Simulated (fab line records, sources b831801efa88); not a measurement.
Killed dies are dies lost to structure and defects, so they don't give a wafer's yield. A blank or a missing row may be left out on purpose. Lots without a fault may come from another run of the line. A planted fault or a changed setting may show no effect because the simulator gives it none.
One fault seen from 2 desks | flow gf180mcu | each desk has only its own numbers; what lay behind them comes last

THE METROLOGY DESK
What the gauges read, lot by lot, whatever tool the lot ran on: means of the sampled wafers that have a number. A lot is out of limits, marked OUT, if its mean lies more than 4 standard deviations from the usual mean; the brackets give that distance.
Columns: A = cd_nm at GF_V2_CD_MEAS_14, usual 260.1 nm; B = V2_OVL at GF_V2_OVL_MEAS_15, usual -2 nm
lot  | first seen here | A     | B
L626 | day 21 23:46    | 260.3 | -2
L630 | day 23 08:01    | 257.9 | 6
L634 | day 25 13:34    | 260.8 | 0
L640 | day 26 23:43    | 259.8 | -6
L642 | day 27 06:04    | 260.3 | -0
L643 | day 27 12:08    | 261.9 | -1
This desk's finding: nothing out of limits on any of the 6 lots.

THE TOOL OWNER'S DESK: pvd_sputter-03
The tool's own readings at GF_V2_SPUTTER_22 (material TiN, target thk 10 nm, time 40 s): means of the sampled wafers that have a number, for each lot that ran on this tool. A lot is out of limits, marked OUT, if its mean lies more than 4 standard deviations from the usual mean; the brackets give that distance.
Columns: A = throttle_valve_pct at GF_V2_SPUTTER_22, usual 30.5 %
lot  | first seen here | A
L630 | day 23 08:53    | 31.5
L634 | day 25 14:46    | 30.9
L642 | day 27 06:55    | 30.3
L643 | day 27 13:02    | 31.5
This desk's finding: nothing out of limits on any of the 4 lots.

PUT TOGETHER
The metrology desk saw nothing out of limits.
The tool owner's desk saw nothing out of limits.

WHAT THE SIMULATOR HAD PUT IN
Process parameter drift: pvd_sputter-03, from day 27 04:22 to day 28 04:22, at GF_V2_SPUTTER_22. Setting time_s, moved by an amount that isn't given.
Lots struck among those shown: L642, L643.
